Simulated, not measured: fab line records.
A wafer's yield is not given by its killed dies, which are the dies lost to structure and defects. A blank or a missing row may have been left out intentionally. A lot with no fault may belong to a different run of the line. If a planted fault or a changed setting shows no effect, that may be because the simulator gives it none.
A single fault, viewed from 2 desks + flow gf180mcu + only its own numbers are on each desk; what lay behind them is given at the end

FOR THE TOOL OWNER'S DESK: rie metal-03
The tool's own readings at GF_M2_METAL_ETCH_16 (etches the open film in Cl2/BCl3, stops on SiO2, target depth 627.5 nm, time 104.6 s): means of the sampled wafers that have a number, for each lot that ran on this tool. The brackets show how far a lot's mean lies from the usual mean; more than 4 standard deviations puts the lot out of limits, marked OUT.
Columns: A = bias w at GF_M2_METAL_ETCH_16, usual 140.0 W; B = chamber pressure mTorr at GF_M2_METAL_ETCH_16, usual 8.000 mTorr; C = drypump motor current A at GF_M2_METAL_ETCH_16, usual 5.42 A; D = oes product au at GF_M2_METAL_ETCH_16, usual 0.974 a.u.; E = throttle valve pct at GF_M2_METAL_ETCH_16, usual 28.247 %
| lot  | first seen here | A     | B                       | C    | D     | E      |
|------|-----------------|-------|-------------------------|------|-------|--------|
| L456 | day 20 01:16    | 140.1 | 7.999                   | 5.39 | 0.974 | 28.251 |
| L460 | day 21 06:10    | 140.1 | 8.005                   | 5.38 | 0.974 | 28.246 |
| L468 | day 24 05:28    | 139.6 | 8.012                   | 5.38 | 0.972 | 28.254 |
| L472 | day 25 07:49    | 140.5 | 8.001                   | 5.38 | 0.972 | 28.256 |
| L474 | day 26 02:16    | 140.1 | 9.598 (+99 or more) OUT | 5.31 | 0.980 | 28.241 |
| L476 | day 26 09:37    | 140.0 | 9.608 (+99 or more) OUT | 5.38 | 0.976 | 28.254 |
Finding of this desk: L474, L476 out of limits; the first was L474 at day 26 02:16, on chamber pressure mTorr at GF_M2_METAL_ETCH_16. In limits: L456, L460, L468, L472.

FROM THE METROLOGY DESK
What the gauges read for every lot (on any tool): the sampled wafers with a number, averaged. The brackets show how far a lot's mean lies from the usual mean; more than 4 standard deviations puts the lot out of limits, marked OUT.
Columns: A = cd nm at GF_V1_CD_MEAS_14, usual 260.1 nm
| lot  | first seen here | A     |
|------|-----------------|-------|
| L457 | day 18 19:28    | 260.7 |
| L456 | day 18 23:31    | 259.9 |
| L458 | day 19 04:35    | 258.8 |
| L459 | day 19 19:05    | 259.7 |
| L460 | day 20 04:13    | 258.8 |
| L461 | day 20 14:19    | 260.3 |
| L466 | day 22 05:46    | 258.9 |
| L467 | day 22 13:41    | 258.6 |
| L468 | day 23 04:50    | 260.9 |
| L472 | day 24 08:34    | 260.1 |
| L474 | day 25 02:52    | 260.3 |
| L476 | day 25 10:55    | 261.7 |
Result from this desk: across the 12 lots, nothing is out of limits.

ALL TOGETHER
At day 26 02:16, on L474, L476, the tool owner's desk was in a position to raise an alarm.
The metrology desk saw nothing out of limits.
The metrology desk has L474, L476 on record, within its limits.
All the named lots went through GF_M2_METAL_ETCH_16 on rie metal-03.

WHAT HAD BEEN PUT IN BY THE SIMULATOR
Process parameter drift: rie metal-03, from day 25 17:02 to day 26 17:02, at GF_M2_METAL_ETCH_16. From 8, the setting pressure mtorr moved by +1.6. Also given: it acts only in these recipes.
Struck lots among those shown: L474, L476.
Time in hours from fault onset to the first out-of-limits reading at each desk: the tool owner's desk, 9.
